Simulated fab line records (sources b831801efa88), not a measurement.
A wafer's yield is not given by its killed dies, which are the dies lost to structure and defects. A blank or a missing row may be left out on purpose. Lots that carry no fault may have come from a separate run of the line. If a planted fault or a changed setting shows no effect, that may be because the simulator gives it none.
Struck lot and sound lot, side by side :: flow sky130 :: 35 steps out of a route of 708
Sound: these wafers, L642.1, L642.4, L642.5. Wafers L650.2, L650.5, L650.6 were the ones struck. The cause is given at the end.
For every step that has rows: the tool of each side, followed by ch and its chambers, followed by its first start. Under that, the readings that differ: sound wafers :: struck wafers :: difference of the means :: sigmas: that difference in standard deviations of wafers without a fault.
alike: a reading whose means differ by less than 2 such deviations, as well as words and numbers matching on both sides. not compared: withheld readings; readings where some wafer has no value; bounds like >300 that might hide an equal value; numbers whose values overlap and for which the record gives no deviation.
Wherever a step has rows on one side only, a row that says differs or no value, or a row with sigmas, the two part there. Numbers that have no deviation but don't overlap get no sigmas and don't part them. A reading missing from all wafers of one side parts the sides only when that side holds two or more wafers.

SKY_SD_P_CD_MEAS_07: target cd 380 nm.
  sound on cd sem-01 at day 26 12:49; struck on cd sem-02 at day 29 14:38
  alike: cd nm
SKY_SD_P_OVL_MEAS_08:
  sound on overlay-02 at day 26 12:56; struck on overlay-02 at day 29 14:45
  alike: SD_P_OVL
following that, these wafers have no rows for 1 step: SKY_SD_P_IMPLANT_09.
SKY_SD_P_STRIP_10: strips in O2/N2.
  sound on plasma asher-02 ch 0, day 26 13:08; struck on plasma asher-02 ch 0,1, day 29 14:56
  alike: chamber pressure mTorr, drypump motor current A, o2 flow sccm, oes product au, strip time to endpoint s
  not compared: rf hours counter h
SKY_SD_P_TW_MEAS_11:
  sound on film metro-03 at day 26 13:14; struck on film metro-02 at day 29 15:02
  alike: SD_P_TW
then, 7 steps without rows for these wafers: SKY_RES_XHIGH_DEHYDRATE_00 (time 60 s); SKY_RES_XHIGH_HMDS_01 (prime time 60 s); SKY_RES_XHIGH_COAT_02 (resist thk 1140 nm); SKY_RES_XHIGH_SOFTBAKE_03 (time 60 s); SKY_RES_XHIGH_EXPOSE_04 (exposes mask URPM, target cd 1270 nm); SKY_RES_XHIGH_PEB_05; SKY_RES_XHIGH_DEVELOP_06 (develop time 60 s).
SKY_RES_XHIGH_IMPLANT_07:
  sound on implanter-02 ch 0, day 27 16:47; struck on implanter-03 ch 0, day 30 19:36
reading: dose ions cm2
sound: 3.605e+14 3.604e+14 3.603e+14
struck: 3.806e+14 3.8e+14 3.81e+14
difference: +2.013e+13
sigmas: +54
SKY_RES_XHIGH_STRIP_08: strips in O2/N2.
  sound on plasma asher-03 ch 0,1, day 27 16:56; struck on plasma asher-03 ch 0,1, day 30 19:44
  alike: chamber pressure mTorr, drypump motor current A, o2 flow sccm, oes product au, strip time to endpoint s
  not compared: rf hours counter h
SKY_RES_XHIGH_TW_MEAS_09:
  sound on film metro-04 at day 27 17:02; struck on film metro-03 at day 30 19:50
  alike: RES_XHIGH_TW
then, 7 steps without rows for these wafers: SKY_SD_N_DEHYDRATE_00 (time 60 s); SKY_SD_N_HMDS_01 (prime time 60 s); SKY_SD_N_COAT_02 (resist thk 1140 nm); SKY_SD_N_SOFTBAKE_03 (time 60 s); SKY_SD_N_EXPOSE_04 (exposes mask NSDM, target cd 380 nm); SKY_SD_N_PEB_05; SKY_SD_N_DEVELOP_06 (develop time 60 s).
SKY_SD_N_CD_MEAS_07: target cd 380 nm.
  sound on cd sem-01 at day 28 21:10; struck on cd sem-01 at day 31 23:27
  alike: cd nm
SKY_SD_N_OVL_MEAS_08:
  sound on overlay-01 at day 28 21:17; struck on overlay-01 at day 31 23:33
  alike: SD_N_OVL
then, 2 steps without rows for these wafers: SKY_SD_N_IMPLANT_09; SKY_SD_N_IMPLANT_10.
SKY_SD_N_STRIP_11: strips in O2/N2.
  sound on plasma asher-03 ch 0,1, day 28 21:38; struck on plasma asher-03 ch 0,1, day 31 23:53
  alike: chamber pressure mTorr, drypump motor current A, o2 flow sccm, oes product au, strip time to endpoint s
  not compared: rf hours counter h
SKY_SD_N_TW_MEAS_12:
  sound on film metro-02 at day 28 21:44; struck on film metro-02 at day 31 23:59
  alike: SD_N_TW
then, 1 step without rows for these wafers: SKY_SD_N_CLEAN_13 (cleans in SC1/SC2, time 150 s).
SKY_SD_N_RTA_14: time 2 s.
  sound on rtp anneal-02 ch 0, day 28 21:50; struck on rtp anneal-02 ch 0, day 32 00:09
  alike: lamp power pct, ramp down c per s, wafer_temp_C_max
SKY_SD_N_RS_MEAS_16: measurement is done with a four-point probe.
  sound on film metro-03 at day 28 22:01; struck on film metro-03 at day 32 00:23
  alike: SD_N_RS
SKY_SD_N_RS_MEAS_17: measurement is done with a four-point probe.
  sound on film metro-03 at day 28 22:08; struck on film metro-03 at day 32 00:30
  alike: SD_P_RS
SKY_SD_N_RS_MEAS_18: measurement is done with a four-point probe.
  sound on film metro-03 at day 28 22:15; struck on film metro-03 at day 32 00:37
reading: RES_XHIGH_RS (ohm/sq)
sound: 334.1 335.3 333.6
struck: 316.1 316.4 315.5
difference: -18.3
sigmas: -12
then, 1 step without rows for these wafers: SKY_SALICIDE_CLEAN_00 (cleans in HF-last, time 30 s).
-- the record jumps here: 17 days lie between the struck wafers' starts before and after (it left off in module SALICIDE and takes up again in module PAD_OPEN, whose first step shown is number 708 of the route) --
SKY_PAD_OPEN_PROBE_99:
  sound on prober-01 at day 46 11:12; struck on prober-01 at day 48 16:15
reading: model.etest.res xhigh po.line ohm um
sound: 5727 6072 6122
struck: 4978 5119 5036
difference: -929
sigmas: 

reading: model.etest.res xhigh po.rs ohm sq
sound: 2002 2114 2128
struck: 1732 1766 1724
difference: -341
sigmas: 
  alike: killed_at_M0_to_M3, killed_at_M4_up, killed at contacts, killed at front end, killed at other, killed dies, killed open, killed short

## WHERE THEY PART
At SKY_RES_XHIGH_IMPLANT_07 first; at SKY_SD_N_RS_MEAS_18 last (within this record only). Later steps at which nothing parts them and some readings are alike: SKY_PAD_OPEN_PROBE_99.

WHY: whatever the simulator had introduced
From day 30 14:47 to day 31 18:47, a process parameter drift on implanter-03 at SKY_RES_XHIGH_IMPLANT_07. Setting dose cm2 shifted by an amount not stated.
